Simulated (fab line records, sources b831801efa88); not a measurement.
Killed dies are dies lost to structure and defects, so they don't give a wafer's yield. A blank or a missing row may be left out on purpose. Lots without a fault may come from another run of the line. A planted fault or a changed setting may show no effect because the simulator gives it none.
Which tool did it? | flow sky130 | 24 lots, 72 wafers sampled, at 6 steps of a route of 708

WHAT THE GAUGES READ, wafer by wafer
SKY_LI_CONTACT_THK_MEAS_23: measures by xrf.
lot  | measured     | on            | LI_CONTACT_W_THK (nm)
L074 | day 28 19:22 | film_metro-01 | 415 414 412
L075 | day 29 05:50 | film_metro-01 | 419 411 415
L076 | day 30 15:33 | film_metro-02 | 403 401 405
L078 | day 30 16:22 | film_metro-02 | 405 404 403
L077 | day 30 17:18 | film_metro-01 | 416 422 416
L079 | day 30 18:27 | film_metro-01 | 414 416 415
L080 | day 31 03:10 | film_metro-04 | 416 415 414
L081 | day 32 00:09 | film_metro-02 | 408 407 405
L082 | day 32 01:49 | film_metro-01 | 423 420 419
L083 | day 32 05:20 | film_metro-04 | 416 416 412
L084 | day 32 10:56 | film_metro-01 | 433 433 429
L085 | day 32 18:45 | film_metro-04 | 408 405 405
L086 | day 33 00:05 | film_metro-01 | 430 419 421
L087 | day 33 13:10 | film_metro-01 | 418 413 422
L088 | day 33 21:25 | film_metro-01 | 417 420 417
L089 | day 34 05:04 | film_metro-01 | 421 418 421
L090 | day 34 13:29 | film_metro-01 | 426 422 424
L091 | day 34 20:43 | film_metro-02 | 399 406 400
L092 | day 34 22:49 | film_metro-02 | 411 409 405
L093 | day 35 17:17 | film_metro-02 | 405 408 405
L094 | day 35 19:34 | film_metro-01 | 419 412 412
L095 | day 36 02:04 | film_metro-04 | 411 412 408
L097 | day 37 14:42 | film_metro-01 | 418 420 420
L096 | day 37 17:04 | film_metro-04 | 403 409 404

SKY_VIA3_THK_MEAS_01.
lot  | measured     | on            | VIA3_HDPCVD_THK (nm)
L074 | day 38 05:55 | film_metro-04 | 1651 1638 1633
L075 | day 38 15:40 | film_metro-02 | 1650 1656 1650
L076 | day 39 20:28 | film_metro-02 | 1626 1651 1625
L078 | day 39 22:32 | film_metro-04 | 1613 1616 1626
L077 | day 39 23:52 | film_metro-04 | 1618 1631 1648
L079 | day 40 01:43 | film_metro-01 | 1661 1647 1671
L080 | day 40 08:13 | film_metro-01 | 1637 1646 1653
L081 | day 41 03:33 | film_metro-02 | 1684 1640 1652
L082 | day 41 03:54 | film_metro-01 | 1618 1636 1629
L083 | day 41 06:47 | film_metro-02 | 1639 1655 1657
L084 | day 41 11:46 | film_metro-01 | 1628 1646 1605
L085 | day 41 21:32 | film_metro-01 | 1620 1619 1619
L086 | day 41 23:24 | film_metro-04 | 1638 1660 1633
L087 | day 42 12:17 | film_metro-02 | 1637 1655 1638
L088 | day 42 18:41 | film_metro-01 | 1633 1631 1615
L089 | day 43 01:40 | film_metro-01 | 1654 1649 1642
L090 | day 43 08:39 | film_metro-02 | 1657 1645 1639
L091 | day 43 14:52 | film_metro-02 | 1619 1634 1645
L092 | day 43 15:53 | film_metro-04 | 1632 1628 1641
L093 | day 44 11:02 | film_metro-01 | 1624 1627 1655
L094 | day 44 11:44 | film_metro-04 | 1628 1643 1643
L095 | day 44 16:14 | film_metro-04 | 1637 1644 1649
L097 | day 45 21:31 | film_metro-04 | 1652 1638 1633
L096 | day 46 01:19 | film_metro-04 | 1650 1649 1644

SKY_VIA3_CD_MEAS_12: target cd 200 nm.
lot  | measured     | on        | cd_nm (nm)
L074 | day 39 07:44 | cd_sem-01 | 199.6 199.8 200.8
L075 | day 39 17:28 | cd_sem-02 | 200.0 200.0 200.4
L076 | day 40 21:46 | cd_sem-02 | 200.6 200.8 200.1
L078 | day 40 23:40 | cd_sem-02 | 200.0 198.5 200.9
L077 | day 40 23:59 | cd_sem-02 | 197.0 198.6 197.1
L079 | day 41 02:23 | cd_sem-02 | 198.5 198.0 198.4
L080 | day 41 09:04 | cd_sem-01 | 200.0 199.6 200.5
L081 | day 42 03:27 | cd_sem-02 | 202.0 199.4 200.6
L082 | day 42 03:56 | cd_sem-01 | 200.7 199.7 199.6
L083 | day 42 07:13 | cd_sem-02 | 201.3 200.3 200.0
L084 | day 42 12:01 | cd_sem-02 | 202.1 201.0 202.1
L085 | day 42 20:54 | cd_sem-02 | 202.4 202.6 202.8
L086 | day 42 22:50 | cd_sem-02 | 201.6 201.8 201.9
L087 | day 43 12:14 | cd_sem-01 | 199.8 200.4 200.1
L088 | day 43 17:58 | cd_sem-01 | 200.3 199.8 200.9
L089 | day 44 00:19 | cd_sem-01 | 202.0 201.6 201.9
L090 | day 44 08:07 | cd_sem-01 | 198.7 199.9 200.4
L091 | day 44 14:23 | cd_sem-01 | 198.9 199.0 199.7
L092 | day 44 15:05 | cd_sem-02 | 199.9 200.6 201.4
L093 | day 45 08:23 | cd_sem-02 | 200.6 202.0 199.6
L094 | day 45 09:43 | cd_sem-02 | 198.0 196.4 197.8
L095 | day 45 13:55 | cd_sem-01 | 198.0 198.7 199.3
L097 | day 46 17:41 | cd_sem-02 | 200.8 200.1 200.1
L096 | day 46 21:28 | cd_sem-01 | 197.3 199.1 200.8

SKY_PAD_OPEN_BOW_MEAS_13.
lot  | measured     | on            | PAD_OPEN_BOW (um)
L074 | day 45 10:58 | film_metro-04 | 36 46 37
L075 | day 45 18:22 | film_metro-01 | 60 57 60
L076 | day 46 17:28 | film_metro-04 | 48 51 40
L078 | day 46 19:52 | film_metro-03 | 42 49 42
L077 | day 46 21:14 | film_metro-03 | 42 31 47
L079 | day 46 22:45 | film_metro-04 | 41 37 48
L080 | day 47 07:08 | film_metro-03 | 44 47 42
L081 | day 47 19:02 | film_metro-03 | 28 45 45
L082 | day 47 21:01 | film_metro-01 | 41 51 51
L083 | day 48 00:19 | film_metro-01 | 47 53 52
L084 | day 48 02:42 | film_metro-01 | 46 51 54
L085 | day 48 09:38 | film_metro-03 | 64 58 56
L086 | day 48 11:10 | film_metro-04 | 41 31 33
L087 | day 48 23:20 | film_metro-04 | 36 51 39
L088 | day 49 04:10 | film_metro-04 | 33 53 42
L089 | day 49 06:55 | film_metro-03 | 57 54 43
L090 | day 49 14:41 | film_metro-04 | 62 51 54
L091 | day 49 22:47 | film_metro-01 | 45 44 44
L092 | day 49 23:49 | film_metro-01 | 49 44 55
L093 | day 50 08:17 | film_metro-03 | 59 58 53
L094 | day 50 10:10 | film_metro-04 | 43 54 40
L095 | day 50 12:34 | film_metro-03 | 46 40 37
L097 | day 51 09:25 | film_metro-03 | 28 45 47
L096 | day 51 10:45 | film_metro-03 | 31 35 28

WHICH TOOL RAN EACH LOT (tool, then ch and the chambers of the sampled wafers, then the start)
lot  | SKY_VIA3_ETCH_14                   | SKY_METAL4_DESCUM_15
L074 | rie_diel-03 ch 1,2,3, day 39 07:50 | rie_metal-02 ch 0,1, day 41 09:58
L075 | rie_diel-02 ch 0,1,3, day 39 17:37 | rie_metal-02 ch 0,1, day 41 19:23
L076 | rie_diel-03 ch 0,1,2, day 40 21:56 | rie_metal-02 ch 0,1, day 42 22:13
L078 | rie_diel-01 ch 0,1,3, day 40 23:47 | rie_metal-02 ch 0,1, day 43 00:57
L077 | rie_diel-02 ch 0,1,2, day 41 00:08 | rie_metal-04 ch 0,1, day 43 02:00
L079 | rie_diel-01 ch 0,2,3, day 41 02:32 | rie_metal-04 ch 0,1, day 43 03:20
L080 | rie_diel-02 ch 1,2,3, day 41 09:11 | rie_metal-02 ch 0,1, day 43 10:35
L081 | rie_diel-03 ch 0,1,2, day 42 03:37 | rie_metal-01 ch 0,1, day 44 05:16
L082 | rie_diel-02 ch 0,3, day 42 04:05   | rie_metal-04 ch 0,1, day 44 06:15
L083 | rie_diel-03 ch 0,2,3, day 42 07:23 | rie_metal-01 ch 0,1, day 44 09:35
L084 | rie_diel-01 ch 0,1,2, day 42 12:10 | rie_metal-02 ch 0,1, day 44 12:09
L085 | rie_diel-01 ch 0,2,3, day 42 21:04 | rie_metal-01 ch 0,1, day 44 20:10
L086 | rie_diel-03 ch 1,2, day 42 22:59   | rie_metal-01 ch 1, day 44 20:47
L087 | rie_diel-01 ch 0,1,3, day 43 12:23 | rie_metal-01 ch 0,1, day 45 11:08
L088 | rie_diel-02 ch 0,1,2, day 43 18:07 | rie_metal-04 ch 1, day 45 15:58
L089 | rie_diel-03 ch 1,2,3, day 44 00:28 | rie_metal-01 ch 0,1, day 45 21:23
L090 | rie_diel-01 ch 1,3, day 44 08:16   | rie_metal-01 ch 0,1, day 46 06:05
L091 | rie_diel-01 ch 0,3, day 44 14:32   | rie_metal-01 ch 0,1, day 46 11:24
L092 | rie_diel-03 ch 1,2, day 44 15:14   | rie_metal-01 ch 0,1, day 46 11:43
L093 | rie_diel-02 ch 0,2, day 45 08:32   | rie_metal-04 ch 0,1, day 47 03:07
L094 | rie_diel-02 ch 0,1,2, day 45 09:50 | rie_metal-01 ch 0,1, day 47 05:46
L095 | rie_diel-01 ch 1,2,3, day 45 14:02 | rie_metal-02 ch 0,1, day 47 08:39
L097 | rie_diel-02 ch 0,1, day 46 17:49   | rie_metal-02 ch 0,1, day 48 09:59
L096 | rie_diel-03 ch 0,1,2, day 46 21:35 | rie_metal-04 ch 0,1, day 48 13:13
- SKY_VIA3_ETCH_14: etches BARC in N2/H2, stops on SiO2, time 45.9 s, target depth 60 nm.
- SKY_METAL4_DESCUM_15: chemistry O2, time 8 s.

WHAT THE TOOLS THEMSELVES READ (means of the sampled wafers that have a number; where no wafer has one, the mark that the record gives instead)
SKY_VIA3_ETCH_14.
lot  | tool        | drypump_motor_current_A (A) | oes_product_au (a.u.) | throttle_valve_pct (%)
L074 | rie_diel-03 | 5.4                         | 0.858                 | 13.217
L075 | rie_diel-02 | 5.8                         | 0.849                 | 13.225
L076 | rie_diel-03 | 5.6                         | 0.853                 | 13.222
L078 | rie_diel-01 | 5.9                         | 0.855                 | 13.227
L077 | rie_diel-02 | 5.9                         | 0.857                 | 13.215
L079 | rie_diel-01 | 5.9                         | 0.860                 | 13.214
L080 | rie_diel-02 | 5.7                         | 0.856                 | 13.225
L081 | rie_diel-03 | 5.6                         | 0.860                 | 13.226
L082 | rie_diel-02 | 6.1                         | 0.855                 | 13.216
L083 | rie_diel-03 | 5.7                         | 0.854                 | 13.227
L084 | rie_diel-01 | 5.7                         | 0.858                 | 13.220
L085 | rie_diel-01 | 5.9                         | 0.854                 | 13.225
L086 | rie_diel-03 | 5.2                         | 0.855                 | 13.228
L087 | rie_diel-01 | 5.9                         | 0.850                 | 13.232
L088 | rie_diel-02 | 6.0                         | 0.858                 | 13.227
L089 | rie_diel-03 | 5.4                         | 0.856                 | 13.218
L090 | rie_diel-01 | 5.8                         | 0.853                 | 13.222
L091 | rie_diel-01 | 6.0                         | 0.852                 | 13.209
L092 | rie_diel-03 | 5.4                         | 0.854                 | 13.223
L093 | rie_diel-02 | 6.1                         | 0.854                 | 13.233
L094 | rie_diel-02 | 6.0                         | 0.860                 | 13.230
L095 | rie_diel-01 | 5.8                         | 0.859                 | 13.225
L097 | rie_diel-02 | 6.1                         | 0.851                 | 13.232
L096 | rie_diel-03 | 5.6                         | 0.860                 | 13.217

SKY_METAL4_DESCUM_15.
lot  | tool         | drypump_motor_current_A (A) | oes_product_au (a.u.)
L074 | rie_metal-02 | 6.2                         | 1.010
L075 | rie_metal-02 | 6.2                         | 1.006
L076 | rie_metal-02 | 6.0                         | 1.007
L078 | rie_metal-02 | 6.0                         | 1.006
L077 | rie_metal-04 | 5.6                         | 0.991
L079 | rie_metal-04 | 5.9                         | 0.990
L080 | rie_metal-02 | 6.0                         | 1.005
L081 | rie_metal-01 | 5.8                         | 0.992
L082 | rie_metal-04 | 5.8                         | 1.003
L083 | rie_metal-01 | 5.4                         | 0.990
L084 | rie_metal-02 | 6.2                         | 0.997
L085 | rie_metal-01 | 5.7                         | 0.991
L086 | rie_metal-01 | 5.1                         | 0.995
L087 | rie_metal-01 | 5.5                         | 0.995
L088 | rie_metal-04 | 5.4                         | 0.987
L089 | rie_metal-01 | 5.4                         | 0.995
L090 | rie_metal-01 | 5.8                         | 0.999
L091 | rie_metal-01 | 5.4                         | 0.984
L092 | rie_metal-01 | 5.7                         | 0.995
L093 | rie_metal-04 | 5.8                         | 0.997
L094 | rie_metal-01 | 5.8                         | 0.993
L095 | rie_metal-02 | 6.0                         | 1.003
L097 | rie_metal-02 | 6.2                         | 0.998
L096 | rie_metal-04 | 5.9                         | 0.989

THE ANSWER, worked out from the rows above alone
Rule: what is usual is taken from the lots themselves. Put in order of their means at a reading, lots are off if they are a third of the lots or fewer, leave a main group of 4 or more, and stand apart from it by a gap of 3 or more times the standard deviation of the main group's means; of several such gaps the widest counts. A main group whose means are all the same, to the digits that the tables above print for the reading, isn't used. A lot without any number at a reading at which 4 lots or more have one is off too. The other lots that the step has rows for count as sound. The gauges are gone through in route order, then the tools' own readings, and for those a lot's mean is taken as printed above. The first step at which some lot is off is used, and at that step the reading that is off furthest; a lot without a number counts as furthest.
No lot is off at any reading shown: from this, nothing can be told.

WHAT THE SIMULATOR HAD PUT IN
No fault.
